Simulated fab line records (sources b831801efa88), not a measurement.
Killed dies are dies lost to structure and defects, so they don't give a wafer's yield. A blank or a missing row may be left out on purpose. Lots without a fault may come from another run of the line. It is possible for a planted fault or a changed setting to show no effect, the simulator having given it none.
Which of the tools did it? + flow gf180mcu + 12 lots (36 wafers sampled), 1 step of a 602-step route

WHAT THE GAUGES READ, wafer by wafer
GF_STI_THK_MEAS_24.
| lot  | measured    | on            | STI_CVD_23_THK (nm) |
|------|-------------|---------------|---------------------|
| L075 | day 2 09:12 | film metro-01 | 653 649 655         |
| L077 | day 2 20:10 | film metro-02 | 663 663 657         |
| L079 | day 3 06:07 | film metro-01 | 649 646 638         |
| L081 | day 3 16:59 | film metro-02 | 660 656 655         |
| L083 | day 4 02:54 | film metro-04 | 656 650 651         |
| L085 | day 4 11:01 | film metro-04 | 648 643 652         |
| L087 | day 4 22:16 | film metro-02 | 656 662 655         |
| L089 | day 5 09:21 | film metro-04 | 648 647 646         |
| L091 | day 5 19:37 | film metro-04 | 648 638 641         |
| L093 | day 6 06:20 | film metro-04 | 661 659 657         |
| L095 | day 6 17:38 | film metro-02 | 657 643 655         |
| L097 | day 7 03:47 | film metro-01 | 651 656 655         |

TOOL THAT RAN EACH LOT (tool first, then ch and the chambers of the sampled wafers, then the start)
Before these readings, the record contains no process step.

THE ANSWER, worked out from the rows above alone
Rule: the lots themselves supply what counts as usual. The widest of any qualifying gaps counts: lots, ordered by their means at a reading, are off when they make up no more than a third of the lots, leave a main group of 4 or more, and stand apart from it by 3 or more times the standard deviation of that group's means. If all means in a main group match to the digits the tables above print for the reading, that group is not used. Also off: a lot with no number at a reading for which 4 or more lots have one. The other lots that the step has rows for count as sound.
Nothing can be told from this: no lot is off at any reading shown.

WHAT WAS PUT IN BY THE SIMULATOR
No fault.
